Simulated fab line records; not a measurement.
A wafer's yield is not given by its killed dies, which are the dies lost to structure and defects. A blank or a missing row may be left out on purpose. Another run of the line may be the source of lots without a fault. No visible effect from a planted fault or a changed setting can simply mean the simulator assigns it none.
One fault seen from 2 desks / flow gf180mcu / each desk holds nothing but its own numbers, with what lay behind them at the end

== FROM THE METROLOGY DESK ==
What the gauges read for every lot (on any tool): the sampled wafers with a number, averaged. Any lot whose mean is over 4 standard deviations away from the usual mean is out of limits and marked OUT; that distance is given in the brackets.
Columns: A = SALICIDE_TIN_THK at GF_SALICIDE_THK_MEAS_05, usual 20.15 nm; B = cdNm at GF_V2_CD_MEAS_14, usual 259.8 nm; C = V2_W_RS at GF_V2_RS_MEAS_24, usual 0.328 ohm/sq; D = V2_W_THK at GF_V2_THK_MEAS_25, usual 360 nm
lot=L363; first seen here=day 15 06:20; A=20.01; B=261.2; C=0.329; D=352
lot=L364; first seen here=day 15 18:43; A=20.13; B=256.6; C=0.328; D=355
lot=L366; first seen here=day 16 09:22; A=20.35; B=260.7; C=0.328; D=356
lot=L367; first seen here=day 16 18:28; A=19.95; B=258.9; C=0.326; D=370
lot=L369; first seen here=day 17 14:19; A=20.54; B=259.7; C=0.331; D=364
lot=L372; first seen here=day 18 23:49; A=20.11; B=260.5; C=0.325; D=367
lot=L373; first seen here=day 19 05:47; A=20.09; B=260.9; C=0.332; D=353
lot=L375; first seen here=day 20 03:52; A=20.14; B=260.3; C=0.314 (-4.4) OUT; D=370
lot=L377; first seen here=day 20 23:43; A=19.93; B=256.7; C=0.328; D=359
lot=L378; first seen here=day 21 08:49; A=20.20; B=260.5; C=0.299 (-9.2) OUT; D=395 (+5.7) OUT
lot=L383; first seen here=day 22 23:49; A=20.36; B=260.6; C=0.328; D=354
lot=L384; first seen here=day 23 03:59; A=20.61; B=258.9; C=0.329; D=358
Finding of this desk: L375, L378 out of limits, first seen on L375 at day 25 06:21 (V2_W_RS at GF_V2_RS_MEAS_24). Within limits: L363, L364, L366, L367, L369, L372, L373, L377, L383, L384.

== AT THE TOOL OWNER'S DESK: cvdW-02 ==
The tool's own readings at GF_V2_CVD_23 (deposits W, target thk 350 nm, time 104.94 s): means of the sampled wafers that have a number, for each lot that ran on this tool. Any lot whose mean is over 4 standard deviations away from the usual mean is out of limits and marked OUT; that distance is given in the brackets.
Columns: A = heaterPowerW at GF_V2_CVD_23, usual 812 W
lot=L363; first seen here=day 20 11:29; A=826
lot=L366; first seen here=day 21 15:50; A=771
lot=L367; first seen here=day 22 01:04; A=833
lot=L372; first seen here=day 24 05:22; A=830
lot=L375; first seen here=day 25 06:13; A=826
lot=L378; first seen here=day 26 08:08; A=870
This desk found nothing out of limits on any of the 6 lots.

== ALL TOGETHER ==
At day 25 06:21 the metrology desk could have sounded an alarm, on L375, L378.
Nothing out of limits was seen by the tool owner's desk.
Tool owner's desk: L375, L378 on record, inside its limits.
Every lot named ran GF_V2_CVD_23 on cvdW-02.

== WHAT THE SIMULATOR HAD PUT IN ==
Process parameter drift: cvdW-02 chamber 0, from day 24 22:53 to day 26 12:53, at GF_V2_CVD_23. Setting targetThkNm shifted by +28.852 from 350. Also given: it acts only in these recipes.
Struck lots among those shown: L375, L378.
Per desk, hours elapsed from the start of the fault to the first reading out of limits: for the metrology desk, 7.
